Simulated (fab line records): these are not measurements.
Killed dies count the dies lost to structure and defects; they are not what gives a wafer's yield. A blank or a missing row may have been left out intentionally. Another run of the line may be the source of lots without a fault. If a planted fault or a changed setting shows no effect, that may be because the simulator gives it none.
Which tool was responsible? -- flow gf180mcu -- 39 wafers from 13 lots sampled at 5 of the route's 602 steps

WHAT THE GAUGES SHOWED, per wafer
GF_DNWELL_TW_MEAS_09.
lot,measured,on,DNWELL_TW
L623,day 2 17:59,film metro-03,1362 1367 1367
L624,day 2 23:11,film metro-03,1382 1366 1367
L625,day 3 05:14,film metro-03,1364 1363 1354
L626,day 3 09:53,film metro-04,1350 1348 1349
L627,day 3 15:11,film metro-04,1373 1361 1367
L628,day 4 00:08,film metro-01,1338 1328 1330
L629,day 4 02:46,film metro-01,1321 1313 1321
L630,day 4 07:56,film metro-03,1362 1360 1363
L638,day 6 03:05,film metro-03,1375 1371 1375
L639,day 6 10:43,film metro-03,1380 1380 1387
L643,day 7 06:45,film metro-04,1346 1341 1349
L645,day 7 16:23,film metro-04,1348 1358 1352
L646,day 7 20:29,film metro-04,1354 1357 1353

GF_VT_IMPLANT_TW_MEAS_43.
lot,measured,on,VT_IMPLANT_4_TW
L623,day 7 12:12,film metro-02,685 683 686
L624,day 7 18:47,film metro-01,685 683 681
L625,day 8 03:02,film metro-03,705 705 708
L626,day 8 06:18,film metro-03,708 704 701
L627,day 8 12:53,film metro-01,680 679 679
L628,day 9 03:03,film metro-02,687 683 685
L629,day 9 05:50,film metro-01,680 682 685
L630,day 9 12:25,film metro-01,682 683 686
L638,day 11 18:01,film metro-03,726 731 730
L639,day 12 03:31,film metro-03,730 728 726
L643,day 13 03:47,film metro-01,677 677 683
L645,day 13 16:40,film metro-03,709 710 713
L646,day 13 20:56,film metro-02,685 687 687

GF_CONTACT_BOW_MEAS_05.
lot,measured,on,CONTACT_BOW (um)
L623,day 15 09:32,film metro-04,58 64 62
L624,day 15 17:26,film metro-02,68 60 68
L625,day 16 06:20,film metro-02,63 66 76
L626,day 16 06:44,film metro-01,78 70 62
L627,day 16 15:17,film metro-01,61 70 57
L628,day 17 04:14,film metro-01,71 75 66
L629,day 17 09:13,film metro-02,62 70 75
L630,day 17 20:39,film metro-01,64 64 74
L638,day 20 15:50,film metro-01,59 71 63
L639,day 21 02:24,film metro-02,67 67 79
L643,day 22 07:19,film metro-02,62 74 60
L645,day 22 20:12,film metro-02,72 74 64
L646,day 23 01:04,film metro-04,62 65 60

WHICH TOOL RAN EACH LOT (tool, then ch and the chambers of the sampled wafers, then the start)
lot,GF_VT_IMPLANT_STRIP_09,GF_VT_IMPLANT_IMPLANT_41
L623,"plasma asher-03 ch 0,1, day 5 14:07","implanter-04 ch 0, day 7 11:59"
L624,"plasma asher-01 ch 0,1, day 5 19:59","implanter-01 ch 0, day 7 18:34"
L625,"plasma asher-02 ch 0,1, day 6 04:35","implanter-03 ch 0, day 8 02:47"
L626,"plasma asher-03 ch 0,1, day 6 07:46","implanter-03 ch 0, day 8 06:05"
L627,"plasma asher-01 ch 0,1, day 6 13:47","implanter-01 ch 0, day 8 12:39"
L628,"plasma asher-03 ch 0,1, day 7 02:58","implanter-04 ch 0, day 9 02:50"
L629,"plasma asher-03 ch 0,1, day 7 04:56","implanter-01 ch 0, day 9 05:35"
L630,"plasma asher-03 ch 0,1, day 7 11:47","implanter-04 ch 0, day 9 12:10"
L638,"plasma asher-01 ch 1, day 9 11:17","implanter-01 ch 0, day 11 17:46"
L639,"plasma asher-01 ch 0,1, day 9 19:25","implanter-01 ch 0, day 12 03:16"
L643,"plasma asher-01 ch 1, day 10 19:02","implanter-04 ch 0, day 13 03:33"
L645,"plasma asher-01 ch 0,1, day 11 05:58","implanter-04 ch 0, day 13 16:25"
L646,"plasma asher-01 ch 0,1, day 11 10:21","implanter-04 ch 0, day 13 20:43"
- GF_VT_IMPLANT_STRIP_09: strips in O2/N2.
- GF_VT_IMPLANT_IMPLANT_41

WHAT THE TOOLS THEMSELVES READ (means of the sampled wafers that have a number; where no wafer has one, the mark that the record gives instead)
GF_VT_IMPLANT_STRIP_09.
lot,tool,drypump motor current A (A),heater power w (W),oes product au (a.u.),strip time to endpoint s (s)
L623,plasma asher-03,5.7,359,0.715,12.61
L624,plasma asher-01,6.1,330,0.716,12.61
L625,plasma asher-02,5.6,310,0.720,12.61
L626,plasma asher-03,5.9,370,0.717,12.67
L627,plasma asher-01,5.6,332,0.718,12.63
L628,plasma asher-03,5.9,373,0.715,12.62
L629,plasma asher-03,5.7,365,0.716,12.65
L630,plasma asher-03,5.7,360,0.719,12.63
L638,plasma asher-01,5.1,327,0.712,12.55
L639,plasma asher-01,5.6,335,0.717,12.63
L643,plasma asher-01,5.1,335,0.716,12.61
L645,plasma asher-01,5.6,324,0.715,12.60
L646,plasma asher-01,6.1,327,0.715,12.60

GF_VT_IMPLANT_IMPLANT_41.
lot,tool,beam energy keV,tilt deg (degrees)
L623,implanter-04,69.992,7.025
L624,implanter-01,69.987,6.996
L625,implanter-03,69.988,6.995
L626,implanter-03,70.014,7.020
L627,implanter-01,70.002,6.989
L628,implanter-04,69.976,6.971
L629,implanter-01,70.007,7.012
L630,implanter-04,70.008,6.997
L638,implanter-01,79.391,6.988
L639,implanter-01,79.415,6.993
L643,implanter-04,70.018,7.002
L645,implanter-04,69.986,6.973
L646,implanter-04,70.002,7.005

THE ANSWER, worked out from the rows above alone
Rule: usual is defined by the lots themselves. Put in order of their means at a reading, lots are off if they are a third of the lots or fewer, leave a main group of 4 or more, and stand apart from it by a gap of 3 or more times the standard deviation of the main group's means; of several such gaps the widest counts. A main group is skipped when, at the precision printed for the reading in the tables above, its means are all equal. Also off: a lot with no number at a reading for which 4 or more lots have one. All remaining lots with rows at the step are treated as sound. Order of review: gauges by route order, followed by the tools' own readings, for which a lot's mean as printed above is used. The first step at which some lot is off is used, and at that step the reading that is off furthest; a lot without a number counts as furthest.
Off, at GF_VT_IMPLANT_IMPLANT_41 on beam energy keV: L638, L639. The main group has a mean of 69.998 with a standard deviation of 0.013.
A tool fits if, at that step or a process step before it, it ran every lot that is off, and no sound lot after the first of them. One candidate fits, namely implanter-01 at GF_VT_IMPLANT_IMPLANT_41. Its last sound lot is L629 (day 9 05:35), its first lot that is off L638 (day 11 17:46): a fault that began between those two fits.
The tool's own readings at GF_VT_IMPLANT_IMPLANT_41 bear it out: on the lots that are off they differ by more than 5 times the standard deviation of the sound lots' means. beam energy keV reads 79.403 there against 69.998 on the sound lots.

WHAT WAS PUT IN BY THE SIMULATOR
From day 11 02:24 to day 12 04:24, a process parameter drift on implanter-01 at GF_VT_IMPLANT_IMPLANT_41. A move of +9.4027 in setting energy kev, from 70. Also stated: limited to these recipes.
Struck lots among those shown: L638, L639. Same finding as the rule above.
